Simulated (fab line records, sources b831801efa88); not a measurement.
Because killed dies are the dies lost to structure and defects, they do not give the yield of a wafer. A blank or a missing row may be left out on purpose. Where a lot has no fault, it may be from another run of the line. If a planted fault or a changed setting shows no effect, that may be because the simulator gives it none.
Struck lot and sound lot, side by side + flow gf180mcu + 16 out of 602 route steps
Sound: the wafers L184.1, L184.3, L184.5. Struck: wafers L194.2, L194.4, L194.6. The cause comes at the end.
Each step with rows lists, per side, the tool, then ch with its chambers, then its first start. Under that, the readings that differ: sound wafers + struck wafers + difference of the means + sigmas: that difference in standard deviations of wafers without a fault.
alike: readings whose means differ by less than 2 such deviations, and words and numbers that are the same on both sides. not compared: withheld readings, readings that some wafer has no value for, bounds like >300 that may hide the same value, and numbers for which the record gives no deviation and whose values overlap.
A row with sigmas, a row that says differs or no value, or rows on one side alone: a step with any of these is where the two part. Non-overlapping numbers with no deviation appear without sigmas and do not part them. A reading that every wafer of one side lacks parts them only if that side has two wafers or more.

GF_M2_SPUTTER_01: material TiN, target thk 30 nm, time 25 s.
  sound on pvdSputter-02, day 21 02:15; struck on pvdSputter-04, day 24 14:14
  alike: throttleValvePct
GF_M2_SPUTTER_02: material AlCu, target thk 450 nm, time 23.9 s.
  sound on pvdSputter-02, day 21 02:17; struck on pvdSputter-04, day 24 14:16
  alike: throttleValvePct
GF_M2_SPUTTER_03: material Ti, target thk 10 nm, time 6.7 s.
  sound on pvdSputter-02, day 21 02:19; struck on pvdSputter-04, day 24 14:17
  alike: throttleValvePct
GF_M2_SPUTTER_04: material TiN, target thk 50 nm, time 41.7 s.
  sound on pvdSputter-02, day 21 02:20; struck on pvdSputter-04, day 24 14:19
  alike: throttleValvePct
GF_M2_RS_MEAS_05: uses a four-point probe to measure.
  sound on filmMetro-04, day 21 02:22; struck on filmMetro-01, day 24 14:22
  alike: M2_ALCU_RS
GF_M2_THK_MEAS_06: measures by xrf.
  sound on filmMetro-04, day 21 02:29; struck on filmMetro-01, day 24 18:50
  alike: M2_ALCU_THK
then, 6 steps without rows for these wafers: GF_M2_DEHYDRATE_07 (time 60 s); GF_M2_HMDS_08 (prime time 60 s); GF_M2_COAT_09 (resist thk 1000 nm); GF_M2_SOFTBAKE_10 (time 60 s); GF_M2_EXPOSE_11 (exposes mask Metal2, target cd 280 nm); GF_M2_PEB_12 (peb time 90 s).
GF_M2_DEVELOP_13: develop time 60 s.
  sound on lithoTrack-01 ch 0, day 22 01:59; struck on lithoTrack-01 ch 0, day 25 16:22
  alike: exhaustPa
GF_M2_CD_MEAS_14 targets a cd of 280 nm.
  sound on cdSem-01, day 22 02:08; struck on cdSem-02, day 25 16:30
| reading   | sound             | struck            | difference | sigmas |
|-----------|-------------------|-------------------|------------|--------|
| cdNm (nm) | 281.9 281.6 283.0 | 286.0 287.5 287.5 | +4.8       | +4     |
GF_M2_OVL_MEAS_15:
  sound on overlay-02, day 22 02:16; struck on overlay-01, day 25 16:37
  alike: M2_OVL
GF_PASSIVATION_PROBE_99:
  the record holds rows for the sound wafers here (prober-01, day 31 07:10) but none for the struck ones

WHERE THEY PART
At GF_M2_CD_MEAS_14 first; at GF_PASSIVATION_PROBE_99 last (within this record only).

WHY: what the simulator had put in
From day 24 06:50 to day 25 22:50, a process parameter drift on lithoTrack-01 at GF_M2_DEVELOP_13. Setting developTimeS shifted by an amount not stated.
